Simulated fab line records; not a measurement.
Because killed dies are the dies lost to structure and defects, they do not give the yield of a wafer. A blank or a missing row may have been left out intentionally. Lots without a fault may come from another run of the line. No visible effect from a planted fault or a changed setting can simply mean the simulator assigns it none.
fab line records    flow sky130    part 1 of 2: steps 1 to 26 of 36
record: lots: 5  wafers: 15  last_day: 50
route steps=708 shown LDD_HVN@269 LDD_HVP@278 LDD_LDN@289 SPACER@304
lots that met no fault: taken from a fault-free run of the same line
start_h: the number of hours between the record's first day and the start of the first shown wafer of the lot    wait_h: hours elapsed since this lot's preceding step    " the same as in the row above    L1.1+2: one row covering several wafers at once    - no value, or no start given    * or withheld: withheld    < > ~ a bound
route shown NAME@n: a module of which the file shows steps, and the number in the route of the first    usual: average and standard deviation across the fault-free wafers    same: alike in all rows    chamber/n: place in a boat    sites: readings site by site    _std_site: the values' standard deviation    _edge_site: mean of outer sites minus mean of inner sites    radius_mm: for every site, how far away it sits from the centre of the wafer    mask NAME#n: copy n    behind: the most recent tool/chamber to have shaped the wafer    hold: what put the lot on hold/how long, in hours/how the hold closed    device: whichever transistor did not switch (one of n, p or np)    end of line: the route-end tests of the same wafers    for a step that has no rows: nothing shown but its recipe    killed: dies lost to structure and defects at the first sort, not the wafer's yield    map: a wafer's dies, marking killed ones x, the rest . and places with no die _
set.NAME: the setting as run; set.NAME@STEP: as run at that earlier step    model.NAME: the simulator's own value behind a step, which no gauge read
certain route steps with their lots: each step a table, each wafer a row
services: the hour from which a tool's chamber was out of use, counted from the record's first day as start_h (under 0 if before that day), plus the number of hours and why
== steps ==
step: SKY_LDD_HVN_COAT_02
recipe: resist: NOVOLAK  spin_rpm: 3000  resist_thk_nm: 300
usual: exhaust_pa: 45.0/0.93
lot.wafer  tool            chamber  start_h  wait_h  exhaust_pa
L083.1     litho_track-03  0        539.17   0.1     44.5
L083.2     "               0        "        "       45.4
L083.5     "               0        "        "       45.1
L089.1     litho_track-03  0        609.32   0.1     44.9
L089.3     "               0        "        "       43.8
L089.5     "               0        "        "       45.5
L093.2     litho_track-03  0        623.89   0.1     44.8
L093.4     "               0        "        "       45.9
L093.5     "               0        "        "       45.1
L096.3     litho_track-01  0        647.11   0.1     42.5
L096.4     "               0        "        "       43.2
L096.6     "               0        "        "       43.4
L097.3     litho_track-02  0        653.49   0.1     45.9
L097.4     "               0        "        "       46.0
L097.5     "               0        "        "       46.0
step: SKY_LDD_HVN_SOFTBAKE_03
recipe: temp_c: 90  time_s: 60  resist: NOVOLAK
usual: exhaust_pa: 44.9/0.94
lot.wafer  tool            chamber  start_h  wait_h  exhaust_pa
L083.1     litho_track-03  0        539.32   0.1     44.2
L083.2     "               0        "        "       45.0
L083.5     "               0        "        "       43.7
L089.1     litho_track-03  0        609.47   0.1     44.5
L089.3     "               0        "        "       46.0
L089.5     "               0        "        "       46.1
L093.2     litho_track-03  0        624.04   0.1     45.1
L093.4     "               0        "        "       45.2
L093.5     "               0        "        "       44.6
L096.3     litho_track-01  0        647.26   0.1     44.5
L096.4     "               0        "        "       45.1
L096.6     "               0        "        "       45.2
L097.3     litho_track-02  0        653.64   0.1     45.2
L097.4     "               0        "        "       44.1
L097.5     "               0        "        "       44.3
step: SKY_LDD_HVN_EXPOSE_04
recipe: mask_id: HVNTM  na: 0.6  source_shape: conventional  sigma_outer: 0.6  polarization: unpolarized  target_cd_nm: 700  dose_mj: 127
same: sigma_outer: 0.6
lot.wafer   tool              chamber  start_h  wait_h  mask
L083.1+2+5  iline_stepper-02  0        -        -       HVNTM#0
L089.1+3+5  iline_stepper-02  0        -        -       HVNTM#0
L093.2+4+5  iline_stepper-01  0        -        -       HVNTM#0
L096.3+4+6  iline_stepper-02  0        -        -       HVNTM#0
L097.3+4+5  iline_stepper-02  0        -        -       HVNTM#0
step: SKY_LDD_HVN_PEB_05
recipe: temp_c: withheld  time_s: *  resist: NOVOLAK
usual: exhaust_pa: 45.3/0.74
lot.wafer  tool            chamber  start_h  wait_h  exhaust_pa
L083.1     litho_track-02  0        -        -       46.1
L083.2     "               0        "        "       45.3
L083.5     "               0        "        "       45.3
L089.1     litho_track-02  0        -        -       46.6
L089.3     "               0        "        "       44.8
L089.5     "               0        "        "       46.0
L093.2     litho_track-03  0        -        -       45.0
L093.4     "               0        "        "       44.9
L093.5     "               0        "        "       44.5
L096.3     litho_track-03  0        -        -       45.3
L096.4     "               0        "        "       44.9
L096.6     "               0        "        "       44.3
L097.3     litho_track-03  0        -        -       44.6
L097.4     "               0        "        "       44.5
L097.5     "               0        "        "       45.8
step: SKY_LDD_HVN_DEVELOP_06
recipe: resist: NOVOLAK  developer: TMAH  develop_time_s: 60  dev_temp_c: 23
usual: exhaust_pa: 44.7/1
lot.wafer  tool            chamber  start_h  wait_h  exhaust_pa
L083.1     litho_track-02  0        554.79   0.1     43.6
L083.2     "               0        "        "       44.2
L083.5     "               0        "        "       44.7
L089.1     litho_track-02  0        623.64   0.1     44.8
L089.3     "               0        "        "       43.8
L089.5     "               0        "        "       44.4
L093.2     litho_track-03  0        638.14   0.1     44.5
L093.4     "               0        "        "       43.5
L093.5     "               0        "        "       43.8
L096.3     litho_track-03  0        660.87   0.1     43.7
L096.4     "               0        "        "       44.2
L096.6     "               0        "        "       44.4
L097.3     litho_track-03  0        667.72   0.1     44.7
L097.4     "               0        "        "       45.4
L097.5     "               0        "        "       45.5
step: SKY_LDD_HVN_OVL_MEAS_07
usual: LDD_HVN_OVL: 1.4/1.1
lot.wafer  tool        chamber  start_h  wait_h  LDD_HVN_OVL[nm]
L083.1     overlay-01  -        554.94   0.1     0.1
L083.2     "           -        "        "       1.0
L083.5     "           -        "        "       1.3
L089.1     overlay-01  -        623.79   0.1     0.7
L089.3     "           -        "        "       2.9
L089.5     "           -        "        "       1.0
L093.2     overlay-01  -        638.27   0.1     3.5
L093.4     "           -        "        "       3.4
L093.5     "           -        "        "       3.3
L096.3     overlay-02  -        660.98   0.1     1.1
L096.4     "           -        "        "       1.4
L096.6     "           -        "        "       1.3
L097.3     overlay-02  -        667.83   0.1     2.3
L097.4     "           -        "        "       2.3
L097.5     "           -        "        "       0.0
step: SKY_LDD_HVN_IMPLANT_08
recipe: species: P  energy_kev: 60  dose_cm2: 3.041e+13  tilt_deg: 40
usual: end_station_pressure_torr: 5.17e-06/2.5e-07
lot.wafer  tool          chamber  start_h  wait_h  end_station_pressure_torr
L083.1     implanter-01  0        554.98   0.0     5.29e-06
L083.2     "             0        "        "       5.25e-06
L083.5     "             0        "        "       4.87e-06
L089.1     implanter-01  0        623.83   0.0     5.18e-06
L089.3     "             0        "        "       5.12e-06
L089.5     "             0        "        "       5.03e-06
L093.2     implanter-03  0        638.33   0.0     5.07e-06
L093.4     "             0        "        "       5.26e-06
L093.5     "             0        "        "       5.24e-06
L096.3     implanter-04  0        661.05   0.1     5.43e-06
L096.4     "             0        "        "       5.68e-06
L096.6     "             0        "        "       4.98e-06
L097.3     implanter-03  0        667.90   0.1     5.29e-06
L097.4     "             0        "        "       5.14e-06
L097.5     "             0        "        "       5.15e-06
step: SKY_LDD_HVN_STRIP_09
recipe: chemistry: O2/N2  power_w: 1400  pressure_mtorr: 1500  platen_temp_c: withheld  o2_flow_sccm: 3000  n2_flow_sccm: 300  overash_fraction: 0.5
usual: drypump_motor_current_A: 5.5/0.38  oes_product_au: 0.409/0.0042  strip_time_to_endpoint_s: 4.139/0.014
lot.wafer  tool             chamber  start_h  wait_h  drypump_motor_current_A  oes_product_au  rf_hours_counter_h  strip_time_to_endpoint_s
L083.1     plasma_asher-04  1        555.13   0.1     5.0                      0.410           40                  4.166
L083.2     "                0        "        "       5.7                      0.410           40                  4.166
L083.5     "                1        "        "       5.1                      0.402           -                   4.154
L089.1     plasma_asher-02  0        623.98   0.1     6.0                      0.407           81                  4.127
L089.3     "                1        "        "       5.4                      0.412           -                   4.115
L089.5     "                1        "        "       5.4                      0.409           -                   4.134
L093.2     plasma_asher-04  1        638.45   0.1     5.0                      0.405           48                  4.136
L093.4     "                0        "        "       5.7                      0.408           -                   4.104
L093.5     "                0        "        "       5.7                      0.403           -                   4.130
L096.3     plasma_asher-04  1        661.19   0.1     5.1                      0.409           -                   4.156
L096.4     "                0        "        "       5.7                      0.414           -                   4.111
L096.6     "                0        "        "       5.6                      0.411           -                   4.145
L097.3     plasma_asher-04  0        668.04   0.1     5.7                      0.414           -                   4.155
L097.4     "                1        "        "       5.0                      0.414           -                   4.157
L097.5     "                0        "        "       5.7                      0.408           -                   4.133
step: SKY_LDD_HVN_TW_MEAS_10
usual: LDD_HVN_TW: 1439/25
lot.wafer  tool           chamber  start_h  wait_h  LDD_HVN_TW
L083.1     film_metro-02  -        555.23   0.1     1437
L083.2     "              -        "        "       1441
L083.5     "              -        "        "       1439
L089.1     film_metro-01  -        624.08   0.1     1411
L089.3     "              -        "        "       1405
L089.5     "              -        "        "       1409
L093.2     film_metro-01  -        638.56   0.1     1405
L093.4     "              -        "        "       1414
L093.5     "              -        "        "       1402
L096.3     film_metro-01  -        661.27   0.1     1406
L096.4     "              -        "        "       1409
L096.6     "              -        "        "       1404
L097.3     film_metro-02  -        668.12   0.1     1432
L097.4     "              -        "        "       1445
L097.5     "              -        "        "       1441
step: SKY_LDD_HVP_DEHYDRATE_00
recipe: temp_c: 200  time_s: 60
usual: exhaust_pa: 45.0/0.99
lot.wafer  tool            chamber  start_h  wait_h  exhaust_pa
L083.1     litho_track-04  0        569.20   14.0    44.6
L083.2     "               0        "        "       45.5
L083.5     "               0        "        "       44.6
L089.1     litho_track-04  0        637.40   13.3    42.6
L089.3     "               0        "        "       43.3
L089.5     "               0        "        "       42.5
L093.2     litho_track-04  0        651.72   13.2    43.9
L093.4     "               0        "        "       45.9
L093.5     "               0        "        "       44.8
L096.3     litho_track-03  0        675.02   13.7    43.3
L096.4     "               0        "        "       43.9
L096.6     "               0        "        "       45.4
L097.3     litho_track-03  0        681.67   13.5    44.5
L097.4     "               0        "        "       45.5
L097.5     "               0        "        "       45.0
step: SKY_LDD_HVP_HMDS_01
recipe: prime_time_s: 60  prime_temp_c: 120
usual: exhaust_pa: 45.0/0.82
lot.wafer  tool            chamber  start_h  wait_h  exhaust_pa
L083.1     litho_track-04  0        569.35   0.1     45.3
L083.2     "               0        "        "       45.3
L083.5     "               0        "        "       44.5
L089.1     litho_track-04  0        637.55   0.1     45.3
L089.3     "               0        "        "       45.0
L089.5     "               0        "        "       45.3
L093.2     litho_track-04  0        651.87   0.1     45.4
L093.4     "               0        "        "       44.0
L093.5     "               0        "        "       44.7
L096.3     litho_track-03  0        675.17   0.1     43.4
L096.4     "               0        "        "       43.6
L096.6     "               0        "        "       45.0
L097.3     litho_track-03  0        681.82   0.1     44.6
L097.4     "               0        "        "       43.6
L097.5     "               0        "        "       45.4
step: SKY_LDD_HVP_COAT_02
recipe: resist: NOVOLAK  spin_rpm: 3000  resist_thk_nm: 300
usual: exhaust_pa: 45.2/0.87
lot.wafer  tool            chamber  start_h  wait_h  exhaust_pa
L083.1     litho_track-04  0        569.50   0.1     43.9
L083.2     "               0        "        "       43.3
L083.5     "               0        "        "       43.7
L089.1     litho_track-04  0        637.70   0.1     45.4
L089.3     "               0        "        "       45.5
L089.5     "               0        "        "       44.9
L093.2     litho_track-04  0        652.02   0.1     45.5
L093.4     "               0        "        "       44.8
L093.5     "               0        "        "       45.0
L096.3     litho_track-03  0        675.32   0.1     46.5
L096.4     "               0        "        "       46.8
L096.6     "               0        "        "       46.9
L097.3     litho_track-03  0        681.97   0.1     45.7
L097.4     "               0        "        "       44.8
L097.5     "               0        "        "       45.9
step: SKY_LDD_HVP_SOFTBAKE_03
recipe: temp_c: 90  time_s: 60  resist: NOVOLAK
usual: exhaust_pa: 45.1/0.95
lot.wafer  tool            chamber  start_h  wait_h  exhaust_pa
L083.1     litho_track-04  0        569.65   0.1     46.1
L083.2     "               0        "        "       45.5
L083.5     "               0        "        "       45.7
L089.1     litho_track-04  0        637.85   0.1     45.3
L089.3     "               0        "        "       43.9
L089.5     "               0        "        "       45.0
L093.2     litho_track-04  0        652.17   0.1     45.5
L093.4     "               0        "        "       45.1
L093.5     "               0        "        "       44.5
L096.3     litho_track-03  0        675.47   0.1     44.5
L096.4     "               0        "        "       44.0
L096.6     "               0        "        "       45.8
L097.3     litho_track-03  0        682.12   0.1     44.0
L097.4     "               0        "        "       46.6
L097.5     "               0        "        "       45.8
step: SKY_LDD_HVP_EXPOSE_04
recipe: mask_id: HVPTM  na: 0.6  source_shape: conventional  sigma_outer: 0.6  polarization: unpolarized  target_cd_nm: 700  dose_mj: 86
same: sigma_outer: 0.6
lot.wafer   tool              chamber  start_h  wait_h  mask
L083.1+2+5  iline_stepper-01  0        -        -       HVPTM#0
L089.1+3+5  iline_stepper-02  0        -        -       HVPTM#0
L093.2+4+5  iline_stepper-01  0        -        -       HVPTM#0
L096.3+4+6  iline_stepper-02  0        -        -       HVPTM#0
L097.3+4+5  iline_stepper-02  0        -        -       HVPTM#0
step: SKY_LDD_HVP_PEB_05
recipe: temp_c: withheld  time_s: *  resist: NOVOLAK
usual: exhaust_pa: 45.1/0.82
lot.wafer  tool            chamber  start_h  wait_h  exhaust_pa
L083.1     litho_track-04  0        -        -       45.0
L083.2     "               0        "        "       44.4
L083.5     "               0        "        "       45.2
L089.1     litho_track-03  0        -        -       44.1
L089.3     "               0        "        "       45.8
L089.5     "               0        "        "       46.4
L093.2     litho_track-03  0        -        -       44.9
L093.4     "               0        "        "       44.7
L093.5     "               0        "        "       43.9
L096.3     litho_track-03  0        -        -       44.0
L096.4     "               0        "        "       45.0
L096.6     "               0        "        "       44.7
L097.3     litho_track-01  0        -        -       44.9
L097.4     "               0        "        "       44.4
L097.5     "               0        "        "       45.1
step: SKY_LDD_HVP_DEVELOP_06
recipe: resist: NOVOLAK  developer: TMAH  develop_time_s: 60  dev_temp_c: 23
usual: exhaust_pa: 44.9/0.92
lot.wafer  tool            chamber  start_h  wait_h  exhaust_pa
L083.1     litho_track-04  0        584.50   0.1     45.2
L083.2     "               0        "        "       45.6
L083.5     "               0        "        "       45.1
L089.1     litho_track-03  0        651.42   0.1     43.9
L089.3     "               0        "        "       44.1
L089.5     "               0        "        "       44.5
L093.2     litho_track-03  0        666.59   0.1     45.7
L093.4     "               0        "        "       45.4
L093.5     "               0        "        "       44.0
L096.3     litho_track-03  0        688.87   0.1     45.1
L096.4     "               0        "        "       45.0
L096.6     "               0        "        "       45.5
L097.3     litho_track-01  0        696.21   0.1     45.3
L097.4     "               0        "        "       43.7
L097.5     "               0        "        "       45.1
step: SKY_LDD_HVP_OVL_MEAS_07
usual: LDD_HVP_OVL: -0.5/1.4
lot.wafer  tool        chamber  start_h  wait_h  LDD_HVP_OVL[nm]
L083.1     overlay-01  -        584.65   0.1     -0.3
L083.2     "           -        "        "       0.9
L083.5     "           -        "        "       0.5
L089.1     overlay-02  -        651.57   0.1     0.1
L089.3     "           -        "        "       -0.3
L089.5     "           -        "        "       -0.3
L093.2     overlay-01  -        666.72   0.1     -0.9
L093.4     "           -        "        "       -0.6
L093.5     "           -        "        "       -0.5
L096.3     overlay-02  -        688.98   0.1     -2.0
L096.4     "           -        "        "       -1.3
L096.6     "           -        "        "       -1.0
L097.3     overlay-01  -        696.32   0.1     -2.0
L097.4     "           -        "        "       0.1
L097.5     "           -        "        "       -0.8
step: SKY_LDD_HVP_IMPLANT_08
recipe: species: B  energy_kev: 20  dose_cm2: 1.7e+13  tilt_deg: 17.9
usual: end_station_pressure_torr: 5.08e-06/2.7e-07
lot.wafer  tool          chamber  start_h  wait_h  end_station_pressure_torr
L083.1     implanter-03  0        584.70   0.0     4.99e-06
L083.2     "             0        "        "       4.84e-06
L083.5     "             0        "        "       5.02e-06
L089.1     implanter-03  0        651.60   0.0     5.15e-06
L089.3     "             0        "        "       5.05e-06
L089.5     "             0        "        "       5.18e-06
L093.2     implanter-03  0        666.78   0.0     5.15e-06
L093.4     "             0        "        "       4.88e-06
L093.5     "             0        "        "       5.59e-06
L096.3     implanter-02  0        689.05   0.1     4.9e-06
L096.4     "             0        "        "       5.07e-06
L096.6     "             0        "        "       5.09e-06
L097.3     implanter-01  0        696.39   0.1     5.09e-06
L097.4     "             0        "        "       4.73e-06
L097.5     "             0        "        "       5.22e-06
step: SKY_LDD_HVP_STRIP_09
recipe: chemistry: O2/N2  power_w: 1400  pressure_mtorr: 1500  platen_temp_c: withheld  o2_flow_sccm: 3000  n2_flow_sccm: 300  overash_fraction: 0.5
usual: drypump_motor_current_A: 5.5/0.4  oes_product_au: 0.409/0.0046  strip_time_to_endpoint_s: 4.136/0.014
lot.wafer  tool             chamber  start_h  wait_h  drypump_motor_current_A  oes_product_au  rf_hours_counter_h  strip_time_to_endpoint_s
L083.1     plasma_asher-02  1        585.00   0.2     5.4                      0.410           78                  4.130
L083.2     "                0        "        "       6.0                      0.417           78                  4.135
L083.5     "                0        "        "       6.0                      0.411           -                   4.129
L089.1     plasma_asher-02  0        651.75   0.1     6.0                      0.404           84                  4.147
L089.3     "                0        "        "       6.0                      0.409           -                   4.150
L089.5     "                1        "        "       5.4                      0.408           -                   4.171
L093.2     plasma_asher-04  1        666.90   0.1     5.1                      0.410           50                  4.130
L093.4     "                0        "        "       5.7                      0.405           -                   4.151
L093.5     "                0        "        "       5.7                      0.415           -                   4.131
L096.3     plasma_asher-04  0        689.19   0.1     5.7                      0.414           -                   4.161
L096.4     "                1        "        "       5.0                      0.404           -                   4.138
L096.6     "                0        "        "       5.7                      0.409           -                   4.124
L097.3     plasma_asher-02  0        696.53   0.1     6.0                      0.402           -                   4.114
L097.4     "                1        "        "       5.4                      0.404           -                   4.134
L097.5     "                1        "        "       5.4                      0.405           -                   4.126
step: SKY_LDD_HVP_TW_MEAS_10
usual: LDD_HVP_TW: 456/8.3
lot.wafer  tool           chamber  start_h  wait_h  LDD_HVP_TW
L083.1     film_metro-01  -        585.10   0.1     448
L083.2     "              -        "        "       447
L083.5     "              -        "        "       447
L089.1     film_metro-03  -        651.85   0.1     457
L089.3     "              -        "        "       458
L089.5     "              -        "        "       460
L093.2     film_metro-03  -        667.05   0.1     458
L093.4     "              -        "        "       458
L093.5     "              -        "        "       459
L096.3     film_metro-03  -        689.27   0.1     461
L096.4     "              -        "        "       461
L096.6     "              -        "        "       458
L097.3     film_metro-03  -        696.61   0.1     457
L097.4     "              -        "        "       458
L097.5     "              -        "        "       459
step: SKY_LDD_LDN_DEHYDRATE_00
recipe: temp_c: 200  time_s: 60
usual: exhaust_pa: 44.9/0.84
lot.wafer  tool            chamber  start_h  wait_h  exhaust_pa
L083.1     litho_track-04  0        598.90   13.8    44.1
L083.2     "               0        "        "       44.9
L083.5     "               0        "        "       44.3
L089.1     litho_track-04  0        666.00   14.1    43.4
L089.3     "               0        "        "       45.0
L089.5     "               0        "        "       44.9
L093.2     litho_track-01  0        679.73   12.7    43.5
L093.4     "               0        "        "       44.9
L093.5     "               0        "        "       44.9
L096.3     litho_track-04  0        703.05   13.8    44.4
L096.4     "               0        "        "       43.7
L096.6     "               0        "        "       45.1
L097.3     litho_track-04  0        709.80   13.2    46.1
L097.4     "               0        "        "       46.1
L097.5     "               0        "        "       44.8
step: SKY_LDD_LDN_HMDS_01
recipe: prime_time_s: 60  prime_temp_c: 120
usual: exhaust_pa: 45.0/0.84
lot.wafer  tool            chamber  start_h  wait_h  exhaust_pa
L083.1     litho_track-04  0        599.05   0.1     44.4
L083.2     "               0        "        "       43.5
L083.5     "               0        "        "       44.2
L089.1     litho_track-04  0        666.15   0.1     45.3
L089.3     "               0        "        "       44.6
L089.5     "               0        "        "       44.5
L093.2     litho_track-01  0        679.88   0.1     44.0
L093.4     "               0        "        "       44.0
L093.5     "               0        "        "       44.3
L096.3     litho_track-04  0        703.20   0.1     45.6
L096.4     "               0        "        "       45.5
L096.6     "               0        "        "       45.1
L097.3     litho_track-04  0        709.95   0.1     45.3
L097.4     "               0        "        "       45.0
L097.5     "               0        "        "       45.0
step: SKY_LDD_LDN_COAT_02
recipe: resist: NOVOLAK  spin_rpm: 3000  resist_thk_nm: 1140
usual: exhaust_pa: 45.1/0.88
lot.wafer  tool            chamber  start_h  wait_h  exhaust_pa
L083.1     litho_track-04  0        599.20   0.1     44.7
L083.2     "               0        "        "       46.7
L083.5     "               0        "        "       44.7
L089.1     litho_track-04  0        666.30   0.1     46.1
L089.3     "               0        "        "       45.9
L089.5     "               0        "        "       45.0
L093.2     litho_track-01  0        680.03   0.1     44.8
L093.4     "               0        "        "       46.4
L093.5     "               0        "        "       45.1
L096.3     litho_track-04  0        703.35   0.1     45.8
L096.4     "               0        "        "       45.3
L096.6     "               0        "        "       45.9
L097.3     litho_track-04  0        710.10   0.1     45.1
L097.4     "               0        "        "       45.3
L097.5     "               0        "        "       46.2
step: SKY_LDD_LDN_SOFTBAKE_03
recipe: temp_c: 90  time_s: 60  resist: NOVOLAK
usual: exhaust_pa: 45.0/0.91
lot.wafer  tool            chamber  start_h  wait_h  exhaust_pa
L083.1     litho_track-04  0        599.35   0.1     46.5
L083.2     "               0        "        "       45.6
L083.5     "               0        "        "       45.5
L089.1     litho_track-04  0        666.45   0.1     45.7
L089.3     "               0        "        "       44.4
L089.5     "               0        "        "       45.2
L093.2     litho_track-01  0        680.18   0.1     44.9
L093.4     "               0        "        "       44.3
L093.5     "               0        "        "       44.3
L096.3     litho_track-04  0        703.50   0.1     43.4
L096.4     "               0        "        "       44.4
L096.6     "               0        "        "       43.5
L097.3     litho_track-04  0        710.25   0.1     46.6
L097.4     "               0        "        "       45.0
L097.5     "               0        "        "       45.1
step: SKY_LDD_LDN_EXPOSE_04
recipe: mask_id: LDNTM  na: 0.6  source_shape: conventional  sigma_outer: 0.6  polarization: unpolarized  target_cd_nm: 700  dose_mj: 140
same: sigma_outer: 0.6
lot.wafer   tool              chamber  start_h  wait_h  mask
L083.1+2+5  iline_stepper-01  0        -        -       LDNTM#0
L089.1+3+5  iline_stepper-02  0        -        -       LDNTM#0
L093.2+4+5  iline_stepper-02  0        -        -       LDNTM#0
L096.3+4+6  iline_stepper-02  0        -        -       LDNTM#0
L097.3+4+5  iline_stepper-02  0        -        -       LDNTM#0
step: SKY_LDD_LDN_PEB_05
recipe: temp_c: withheld  time_s: *  resist: NOVOLAK
usual: exhaust_pa: 45.0/0.81
lot.wafer  tool            chamber  start_h  wait_h  exhaust_pa
L083.1     litho_track-01  0        -        -       45.1
L083.2     "               0        "        "       46.0
L083.5     "               0        "        "       45.3
L089.1     litho_track-04  0        -        -       45.5
L089.3     "               0        "        "       44.5
L089.5     "               0        "        "       44.4
L093.2     litho_track-04  0        -        -       44.4
L093.4     "               0        "        "       45.0
L093.5     "               0        "        "       44.3
L096.3     litho_track-01  0        -        -       46.9
L096.4     "               0        "        "       45.3
L096.6     "               0        "        "       45.0
L097.3     litho_track-04  0        -        -       44.7
L097.4     "               0        "        "       44.4
L097.5     "               0        "        "       45.7
